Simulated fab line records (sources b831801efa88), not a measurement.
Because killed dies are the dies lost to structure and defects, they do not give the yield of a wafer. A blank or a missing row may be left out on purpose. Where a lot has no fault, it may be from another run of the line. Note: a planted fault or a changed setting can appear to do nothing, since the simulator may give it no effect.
2 desks looking at one fault ; flow sky130 ; only its own numbers are on each desk; what lay behind them is given at the end

AT THE TOOL OWNER'S DESK: implanter-01
The tool's own readings at SKY_LDD_LDN_IMPLANT_11: means of the sampled wafers that have a number, for each lot that ran on this tool. If a lot's mean is further than 4 standard deviations from the usual mean, the lot is out of limits and carries the mark OUT (the distance appears in the brackets).
Columns: A = beam energy keV at SKY_LDD_LDN_IMPLANT_11, usual 15.000
lot;first seen here;A
L714;day 24 00:10;14.999
L717;day 25 00:19;14.994
L724;day 27 10:42;14.998
L727;day 28 01:25;15.005
L728;day 28 12:08;15.003
L731;day 29 13:40;19.109 (+99 or more) OUT
L732;day 29 18:10;19.109 (+99 or more) OUT
This desk finds L731, L732 out of limits, L731 being first, at day 29 13:40 (beam energy keV at SKY_LDD_LDN_IMPLANT_11). Within limits: L714, L717, L724, L727, L728.

THE METROLOGY DESK
What the gauges read for every lot (on any tool): the sampled wafers with a number, averaged. If a lot's mean is further than 4 standard deviations from the usual mean, the lot is out of limits and carries the mark OUT (the distance appears in the brackets).
Columns: A = POLY_GATE_OXIDATION_THK at SKY_POLY_GATE_THK_MEAS_21, usual 4.00 nm; B = LDD_LDN_OVL at SKY_LDD_LDN_OVL_MEAS_07, usual 0.0 nm
lot;first seen here;A;B
L712;day 16 10:56;4.03;0.4
L713;day 16 22:21;3.97;-0.9
L714;day 17 14:32;4.10;1.7
L716;day 18 07:08;4.01;1.4
L717;day 18 15:12;4.04;0.9
L718;day 18 19:54;3.93;-2.4
L724;day 21 03:59;4.00;-1.5
L725;day 21 12:05;4.02;-0.3
L727;day 21 21:01;4.01;1.2
L728;day 22 06:21;4.08;-0.1
L731;day 23 09:52;3.98;-1.0
L732;day 23 13:42;3.98;1.0
L734;day 24 03:52;3.94;-0.1
This desk's verdict: no lot among the 13 shows anything out of limits.

PUT TOGETHER
On L731, L732, at day 29 13:40, an alarm was possible from the tool owner's desk.
From the metrology desk's view, nothing was out of limits.
The metrology desk holds a record of L731, L732, inside its limits.
All the named lots went through SKY_LDD_LDN_IMPLANT_11 on implanter-01.

WHAT THE SIMULATOR HAD PUT IN
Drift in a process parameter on implanter-01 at SKY_LDD_LDN_IMPLANT_11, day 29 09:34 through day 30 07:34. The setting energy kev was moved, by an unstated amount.
Struck lots among those shown: L731, L732.
Delay in hours, fault start to first out-of-limits reading, by desk: the tool owner's desk at 4.
